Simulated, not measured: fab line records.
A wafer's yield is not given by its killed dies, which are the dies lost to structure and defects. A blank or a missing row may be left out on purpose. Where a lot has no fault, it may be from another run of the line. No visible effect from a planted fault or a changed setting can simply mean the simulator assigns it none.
2 desks looking at one fault ; flow sky130 ; each desk has only its own numbers; what lay behind them comes last

AT THE METROLOGY DESK
Lot by lot, what the gauges showed, no matter which tool ran the lot: averages of those sampled wafers that carry a number. The brackets show how far a lot's mean lies from the usual mean; more than 4 standard deviations puts the lot out of limits, marked OUT.
Columns: A = VT_ADJUST_NCORE_TW at SKY_VT_ADJUST_NCORE_TW_MEAS_11, usual 220.0; B = VIA2_W_THK at SKY_VIA2_THK_MEAS_23, usual 442 nm
lot;first seen here;A;B
L111;day 8 11:17;220.0;430
L112;day 8 22:43;218.3;436
L113;day 9 00:04;220.7;448
L114;day 9 06:40;220.9;429
L115;day 9 16:50;221.3;440
L116;day 10 06:52;220.4;435
L117;day 10 20:11;220.1;440
L123;day 12 07:07;221.2;448
L126;day 12 22:58;221.7;441
L127;day 13 01:37;225.6 (+4.7) OUT;446
L128;day 13 17:22;225.4 (+4.5) OUT;440
L134;day 15 15:10;218.1;445
This desk finds L127, L128 out of limits, with the earliest case on L127 at day 13 01:37 (VT_ADJUST_NCORE_TW at SKY_VT_ADJUST_NCORE_TW_MEAS_11). L111, L112, L113, L114, L115, L116, L117, L123, L126, L134 stayed within limits.

TOOL OWNER'S DESK, implanter-03
SKY_VT_ADJUST_NCORE_IMPLANT_09, tool's own readings: per-lot mean of the sampled wafers with a number, covering each lot this tool ran. The brackets show how far a lot's mean lies from the usual mean; more than 4 standard deviations puts the lot out of limits, marked OUT.
Columns: A = dose_ions_cm2 at SKY_VT_ADJUST_NCORE_IMPLANT_09, usual 2.3997e+12; B = faraday_current_uA at SKY_VT_ADJUST_NCORE_IMPLANT_09, usual 13.54
lot;first seen here;A;B
L114;day 9 06:25;2.4023e+12;13.49
L123;day 12 06:52;2.4008e+12;13.40
L127;day 13 01:22;2.6936e+12 (+99 or more) OUT;15.15 (+6.4) OUT
L128;day 13 17:08;2.6931e+12 (+99 or more) OUT;15.17 (+6.5) OUT
Finding of this desk: L127, L128 out of limits; the first was L127 at day 13 01:22, on dose_ions_cm2 at SKY_VT_ADJUST_NCORE_IMPLANT_09. L114, L123 stayed within limits.

BROUGHT TOGETHER
The tool owner's desk could have raised an alarm at day 13 01:22, on L127, L128.
The metrology desk could have raised an alarm at day 13 01:37, on L127, L128.
Every lot named ran SKY_VT_ADJUST_NCORE_IMPLANT_09 on implanter-03.

WHAT HAD BEEN PUT IN BY THE SIMULATOR
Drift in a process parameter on implanter-03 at SKY_VT_ADJUST_NCORE_IMPLANT_09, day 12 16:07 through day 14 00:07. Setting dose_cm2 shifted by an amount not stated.
Struck lots among those shown: L127, L128.
Delay (hours) between the fault's onset and each desk's first out-of-limits reading: 9 at the tool owner's desk, 10 at the metrology desk.
